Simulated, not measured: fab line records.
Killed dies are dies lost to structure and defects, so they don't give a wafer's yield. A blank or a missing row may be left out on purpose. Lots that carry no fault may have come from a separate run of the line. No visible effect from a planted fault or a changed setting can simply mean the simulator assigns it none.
Which tool did it? ; flow gf180mcu ; 6 lots (18 wafers sampled), 1 step of a 602-step route

== WHAT THE GAUGES READ, wafer by wafer ==
GF_PSD_OVL_MEAS_08.
lot;measured;on;PSD_OVL (nm)
L229;day 14 18:55;overlay-01;-1.3 -0.5 -0.9
L228;day 14 21:28;overlay-01;-1.8 0.0 0.5
L233;day 15 01:25;overlay-02;0.8 0.7 0.9
L241;day 17 21:37;overlay-02;1.1 -1.0 -1.8
L247;day 20 05:54;overlay-02;1.9 1.2 2.9
L250;day 21 10:34;overlay-01;2.2 2.3 0.9

== WHAT TOOL EACH LOT RAN ON (gives the tool, then ch and the chambers of the sampled wafers, and finally the start) ==
Record: no process step prior to these readings.

== THE ANSWER, worked out from the rows above alone ==
Rule: usual is defined by the lots themselves. The widest of any qualifying gaps counts: lots, ordered by their means at a reading, are off when they make up no more than a third of the lots, leave a main group of 4 or more, and stand apart from it by 3 or more times the standard deviation of that group's means. Not used: any main group whose means are identical at the precision the tables above print for the reading. Also off: a lot with no number at a reading for which 4 or more lots have one. Where the step has rows for the other lots, those lots are counted as sound.
No lot is off at any reading shown: from this, nothing can be told.

== WHAT THE SIMULATOR HAD INSERTED ==
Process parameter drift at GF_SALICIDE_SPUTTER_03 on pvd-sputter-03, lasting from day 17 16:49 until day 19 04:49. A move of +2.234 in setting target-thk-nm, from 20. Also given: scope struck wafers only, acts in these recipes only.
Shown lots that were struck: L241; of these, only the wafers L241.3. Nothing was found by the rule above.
